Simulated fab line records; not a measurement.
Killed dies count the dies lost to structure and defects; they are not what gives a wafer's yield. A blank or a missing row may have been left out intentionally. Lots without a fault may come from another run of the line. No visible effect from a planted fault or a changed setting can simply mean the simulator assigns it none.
What tool caused it? ; flow gf180mcu ; Sampling: 12 lots, 36 wafers, 4 of 602 route steps

WHAT THE GAUGES SHOWED, per wafer
GF_PASSIVATION_BOW_MEAS_14. Usual: PASSIVATION_BOW 135 um, standard deviation 11.
lot;measured;on;PASSIVATION_BOW (um);flag
L249;day 29 19:14;film_metro-04;146 138 151;
L251;day 30 03:56;film_metro-01;155 130 129;
L252;day 30 14:28;film_metro-01;138 141 153;
L253;day 30 20:02;film_metro-02;136 128 129;
L254;day 31 06:40;film_metro-04;128 133 134;
L256;day 31 12:46;film_metro-02;149 151 144;
L258;day 31 22:40;film_metro-02;153 140 140;
L260;day 32 20:50;film_metro-04;144 134 145;
L261;day 33 00:38;film_metro-04;126 123 129;
L262;day 33 04:49;film_metro-04;120 130 129;
L264;day 33 13:46;film_metro-02;141 147 141;
L269;day 34 16:58;film_metro-01;142 132 129;

EACH LOT AND THE TOOL THAT RAN IT (in order: tool; ch and the chambers of the sampled wafers; start)
lot;GF_MVSD_STRIP_10;GF_TOP_METAL_SPUTTER_00;GF_PASSIVATION_STRIP_12
L249;plasma_asher-02 ch 0,1, day 4 14:35;pvd_sputter-04, day 27 23:52;plasma_asher-01 ch 0,1, day 29 17:37
L251;plasma_asher-03 ch 0,1, day 5 02:34;pvd_sputter-01, day 28 08:38;plasma_asher-01 ch 0,1, day 30 02:19
L252;plasma_asher-03 ch 0,1, day 5 09:02;pvd_sputter-04, day 28 20:46;plasma_asher-01 ch 0,1, day 30 12:52
L253;plasma_asher-04 ch 0,1, day 5 12:31;pvd_sputter-03, day 29 01:37;plasma_asher-04 ch 0,1, day 30 18:25
L254;plasma_asher-04 ch 0,1, day 5 16:02;pvd_sputter-03, day 29 14:27;plasma_asher-04 ch 0,1, day 31 05:04
L256;plasma_asher-04 ch 0,1, day 6 06:04;pvd_sputter-04, day 29 21:19;plasma_asher-04 ch 0,1, day 31 11:10
L258;plasma_asher-03 ch 0,1, day 6 15:04;pvd_sputter-01, day 30 07:07;plasma_asher-01 ch 1, day 31 20:58
L260;plasma_asher-04 ch 0,1, day 7 04:56;pvd_sputter-01, day 31 07:23;plasma_asher-02 ch 0,1, day 32 19:13
L261;plasma_asher-04 ch 0, day 7 11:41;pvd_sputter-01, day 31 11:23;plasma_asher-04 ch 0, day 32 23:01
L262;plasma_asher-03 ch 0,1, day 7 16:26;pvd_sputter-04, day 31 15:25;plasma_asher-04 ch 0,1, day 33 03:13
L264;plasma_asher-04 ch 0,1, day 8 05:11;pvd_sputter-04, day 32 02:07;plasma_asher-01 ch 0,1, day 33 12:10
L269;plasma_asher-04 ch 0,1, day 9 07:46;pvd_sputter-04, day 33 06:40;plasma_asher-01 ch 0,1, day 34 15:22
- GF_MVSD_STRIP_10: strips in O2/N2.
- GF_TOP_METAL_SPUTTER_00: material Ti, target thk 37.5 nm, time 150 s.
- GF_PASSIVATION_STRIP_12: strips in O2/N2.

WHAT THE TOOLS THEMSELVES READ (means of the sampled wafers that have a number; where no wafer has one, the mark that the record gives instead)
GF_MVSD_STRIP_10. Usual: drypump_motor_current_A 5.8 A, standard deviation 0.41; heater_power_w 337 W, standard deviation 13; oes_product_au 0.722 a.u., standard deviation 0.0044; platen_temp_c 249.95 C, standard deviation 0.17; strip_time_to_endpoint_s 36.96 s, standard deviation 0.13.
lot;tool;drypump_motor_current_A (A);heater_power_w (W);oes_product_au (a.u.);platen_temp_c (C);strip_time_to_endpoint_s (s);flag
L249;plasma_asher-02;6.2;328;0.726;249.97;37.01;
L251;plasma_asher-03;5.9;347;0.726;249.99;37.14;
L252;plasma_asher-03;5.9;345;0.723;249.84;36.74;
L253;plasma_asher-04;5.9;337;0.718;249.97;36.84;
L254;plasma_asher-04;5.8;328;0.719;249.89;37.04;
L256;plasma_asher-04;5.9;335;0.722;249.96;36.93;
L258;plasma_asher-03;5.5;337;0.722;249.95;36.98;
L260;plasma_asher-04;5.8;331;0.723;250.09;37.17;
L261;plasma_asher-04;5.8;327;0.725;249.72;37.05;
L262;plasma_asher-03;5.5;340;0.727;249.89;37.14;
L264;plasma_asher-04;5.8;329;0.718;249.86;36.81;
L269;plasma_asher-04;5.8;329;0.720;250.01;37.05;

GF_TOP_METAL_SPUTTER_00. Usual: substrate_temp_c 200.05 C, standard deviation 0.16; throttle_valve_pct 30.5 %, standard deviation 1.2.
lot;tool;substrate_temp_c (C);throttle_valve_pct (%);flag
L249;pvd_sputter-04;200.07;29.8;
L251;pvd_sputter-01;200.04;30.7;
L252;pvd_sputter-04;200.23;32.5;
L253;pvd_sputter-03;199.90;31.3;
L254;pvd_sputter-03;200.07;30.8;
L256;pvd_sputter-04;200.06;30.8;
L258;pvd_sputter-01;200.06;30.1;
L260;pvd_sputter-01;200.10;30.6;
L261;pvd_sputter-01;199.97;29.9;
L262;pvd_sputter-04;199.98;29.5;
L264;pvd_sputter-04;200.08;29.3;
L269;pvd_sputter-04;200.23;29.8;

GF_PASSIVATION_STRIP_12. Usual: drypump_motor_current_A 5.8 A, standard deviation 0.31; heater_power_w 310 W, standard deviation 28; oes_product_au 0.719 a.u., standard deviation 0.0047; platen_temp_c 250.00 C, standard deviation 0.17; strip_time_to_endpoint_s 34.48 s, standard deviation 0.26.
lot;tool;drypump_motor_current_A (A);heater_power_w (W);oes_product_au (a.u.);platen_temp_c (C);strip_time_to_endpoint_s (s);flag
L249;plasma_asher-01;5.7;282;0.722;249.85;34.28;
L251;plasma_asher-01;5.7;280;0.718;250.06;34.75;
L252;plasma_asher-01;5.5;296;0.721;249.82;34.71;
L253;plasma_asher-04;5.9;336;0.721;250.07;34.81;
L254;plasma_asher-04;5.9;334;0.717;250.13;34.47;
L256;plasma_asher-04;5.9;335;0.720;250.21;34.67;
L258;plasma_asher-01;5.4;305;0.717;249.85;34.37;
L260;plasma_asher-02;5.9;347;0.720;250.19;34.54;
L261;plasma_asher-04;5.8;337;0.720;250.02;34.46;
L262;plasma_asher-04;5.8;333;0.719;249.86;34.38;
L264;plasma_asher-01;5.7;281;0.719;249.98;34.40;
L269;plasma_asher-01;5.5;294;0.720;250.19;34.39;

THE ANSWER, worked out from the rows above alone
Rule: lot off if the mean of its wafers having a number is beyond 3 standard deviations from the usual mean. A lot without any number at a reading at which 4 lots or more have one is off too. The other lots that the step has rows for count as sound. Order of review: gauges by route order, followed by the tools' own readings, for which a lot's mean as printed above is used. The first step at which some lot is off is used, and at that step the reading that is off furthest; a lot without a number counts as furthest.
No lot is off on any of the readings shown, so nothing can be concluded from this.

WHAT THE SIMULATOR PUT IN
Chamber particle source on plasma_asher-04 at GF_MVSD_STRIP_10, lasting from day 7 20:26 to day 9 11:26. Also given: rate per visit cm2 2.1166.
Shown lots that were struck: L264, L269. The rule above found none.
